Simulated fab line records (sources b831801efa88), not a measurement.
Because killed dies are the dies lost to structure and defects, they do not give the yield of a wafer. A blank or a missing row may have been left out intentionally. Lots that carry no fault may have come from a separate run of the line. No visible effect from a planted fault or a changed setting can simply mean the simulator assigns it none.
The tool behind it: which one? -- flow sky130 -- 13 lots, 39 wafers sampled, at 5 steps of a route of 708

## WHAT EACH GAUGE READ, for each wafer
SKY_FIELD_ISO_BOW_MEAS_00.
lot,measured,on,INCOMING_BOW (um)
L173,day 1 10:00,film-metro-03,10 1 -3
L174,day 1 15:01,film-metro-03,-4 -10 -9
L180,day 2 21:01,film-metro-03,7 11 -6
L181,day 3 02:01,film-metro-01,2 0 -8
L183,day 3 12:04,film-metro-02,1 -1 0
L188,day 4 13:02,film-metro-03,8 6 5
L190,day 4 23:00,film-metro-02,4 -4 7
L191,day 5 04:01,film-metro-01,-2 -4 5
L192,day 5 09:00,film-metro-02,0 11 5
L193,day 5 14:01,film-metro-03,0 5 1
L194,day 5 19:00,film-metro-01,4 7 -2
L195,day 6 00:00,film-metro-02,3 6 -6
L196,day 6 05:00,film-metro-03,-2 2 -7

SKY_VT_ADJUST_NCORE_OVL_MEAS_08.
lot,measured,on,VT_ADJUST_NCORE_OVL (nm)
L173,day 8 18:05,overlay-01,-0.4 -0.3 -0.2
L174,day 8 23:01,overlay-02,1.2 0.4 0.6
L180,day 10 17:53,overlay-01,-1.3 -2.4 -2.2
L181,day 11 01:22,overlay-02,0.7 0.8 0.2
L183,day 11 12:17,overlay-01,3.7 2.3 2.9
L188,day 13 00:26,overlay-01,1.5 3.8 2.9
L190,day 13 11:23,overlay-01,0.4 0.3 -0.6
L191,day 13 19:36,overlay-02,-3.2 -2.4 -1.2
L192,day 14 02:05,overlay-01,0.2 0.2 0.1
L193,day 14 09:00,overlay-02,0.3 -0.2 0.1
L194,day 14 16:53,overlay-02,-0.9 -0.9 -1.9
L195,day 14 23:08,overlay-02,-2.9 -2.1 -2.3
L196,day 15 01:59,overlay-02,-0.7 -1.1 -0.8

SKY_VT_ADJUST_NCORE_TW_MEAS_11.
lot,measured,on,VT_ADJUST_NCORE_TW
L173,day 8 18:22,film-metro-03,216.5 216.6 216.7
L174,day 8 23:18,film-metro-03,216.0 216.0 216.9
L180,day 10 18:11,film-metro-02,217.3 216.3 217.2
L181,day 11 01:39,film-metro-01,237.1 238.2 237.0
L183,day 11 12:35,film-metro-01,238.1 238.1 239.1
L188,day 13 00:44,film-metro-03,216.7 215.4 217.0
L190,day 13 11:40,film-metro-02,216.5 216.8 217.9
L191,day 13 19:53,film-metro-02,218.0 217.0 217.9
L192,day 14 02:22,film-metro-01,220.3 222.2 220.9
L193,day 14 09:17,film-metro-03,217.0 216.8 216.7
L194,day 14 17:11,film-metro-03,215.8 216.3 216.0
L195,day 14 23:25,film-metro-01,221.4 220.3 219.0
L196,day 15 02:17,film-metro-03,216.9 216.5 216.1

SKY_SONOS_TUNNEL_OVL_MEAS_08.
lot,measured,on,SONOS_TUNNEL_OVL (nm)
L173,day 11 13:55,overlay-01,-0.2 1.0 -1.3
L174,day 11 18:24,overlay-01,-1.8 -3.5 -0.8
L180,day 13 18:38,overlay-01,-1.2 -1.4 -2.1
L181,day 14 01:40,overlay-01,-1.0 0.0 -1.1
L183,day 14 13:35,overlay-02,-0.8 -2.1 -1.8
L188,day 16 03:18,overlay-01,-2.2 -0.7 -1.2
L190,day 16 15:49,overlay-01,-3.1 -2.1 -2.1
L191,day 17 02:02,overlay-01,-1.6 -0.5 0.5
L192,day 17 09:55,overlay-01,-1.8 0.1 -2.2
L193,day 17 16:17,overlay-01,-1.9 -1.4 -1.9
L194,day 18 04:07,overlay-02,1.0 2.1 0.6
L195,day 18 10:32,overlay-01,-0.4 -0.5 2.0
L196,day 18 13:56,overlay-01,2.2 1.9 2.0

## EACH LOT AND THE TOOL THAT RAN IT (in order: tool; ch and the chambers of the sampled wafers; start)
lot,SKY_VT_ADJUST_NCORE_IMPLANT_09
L173,"implanter-02 ch 0, day 8 18:07"
L174,"implanter-02 ch 0, day 8 23:04"
L180,"implanter-02 ch 0, day 10 17:56"
L181,"implanter-02 ch 0, day 11 01:25"
L183,"implanter-02 ch 0, day 11 12:22"
L188,"implanter-03 ch 0, day 13 00:31"
L190,"implanter-03 ch 0, day 13 11:25"
L191,"implanter-03 ch 0, day 13 19:39"
L192,"implanter-03 ch 0, day 14 02:07"
L193,"implanter-03 ch 0, day 14 09:03"
L194,"implanter-03 ch 0, day 14 16:56"
L195,"implanter-03 ch 0, day 14 23:10"
L196,"implanter-01 ch 0, day 15 02:02"
- SKY_VT_ADJUST_NCORE_IMPLANT_09

## WHAT THE TOOLS THEMSELVES READ (means of the sampled wafers that have a number; where no wafer has one, the mark that the record gives instead)
SKY_VT_ADJUST_NCORE_IMPLANT_09.
lot,tool,beam-energy-keV,beam-on-s (s),dose-ions-cm2
L173,implanter-02,10.005,10.25,2.3979e+12
L174,implanter-02,9.995,10.26,2.3985e+12
L180,implanter-02,9.999,10.12,2.4013e+12
L181,implanter-02,14.361,10.07,2.4018e+12
L183,implanter-02,14.362,10.00,2.3978e+12
L188,implanter-03,9.999,10.09,2.4027e+12
L190,implanter-03,10.000,10.06,2.4011e+12
L191,implanter-03,9.996,9.94,2.4014e+12
L192,implanter-03,10.003,10.05,2.4014e+12
L193,implanter-03,9.998,10.09,2.4018e+12
L194,implanter-03,10.000,10.16,2.4013e+12
L195,implanter-03,9.999,10.01,2.4010e+12
L196,implanter-01,10.003,10.03,2.3976e+12

## THE ANSWER, worked out from the rows above alone
Rule: usual is defined by the lots themselves. Put in order of their means at a reading, lots are off if they are a third of the lots or fewer, leave a main group of 4 or more, and stand apart from it by a gap of 3 or more times the standard deviation of the main group's means; of several such gaps the widest counts. Not used: any main group whose means are identical at the precision the tables above print for the reading. Also off: a lot with no number at a reading for which 4 or more lots have one. Where the step has rows for the other lots, those lots are counted as sound. Order of review: gauges by route order, followed by the tools' own readings, for which a lot's mean as printed above is used. At the first step where some lot is off, the reading lying furthest off is the one used; lots without a number count as furthest.
Off: at SKY_VT_ADJUST_NCORE_TW_MEAS_11 (VT_ADJUST_NCORE_TW), L181, L183. Mean 217.4 and standard deviation 1.6 in the main group.
A tool fits if, at a process step before that reading, it ran every lot that is off, and no sound lot after the first of them. The gauges at SKY_VT_ADJUST_NCORE_TW_MEAS_11 aren't tried: what is off there is off at SKY_VT_ADJUST_NCORE_IMPLANT_09 too, on other tools, and a gauge's error can't cause that. One fits: implanter-02 at SKY_VT_ADJUST_NCORE_IMPLANT_09. A fault onset in the window from L180 (day 10 17:56, its last sound lot) to L181 (day 11 01:25, its first lot off) fits.
The tool's own readings at SKY_VT_ADJUST_NCORE_IMPLANT_09 bear it out: on the lots that are off they differ by more than 5 times the standard deviation of the sound lots' means. beam-energy-keV reads 14.361 there against 10.000 on the sound lots.

## WHAT THE SIMULATOR PUT IN
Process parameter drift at SKY_VT_ADJUST_NCORE_IMPLANT_09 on implanter-02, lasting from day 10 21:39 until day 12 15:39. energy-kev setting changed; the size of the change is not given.
Shown lots that were struck: L181, L183. The rule above found the same.
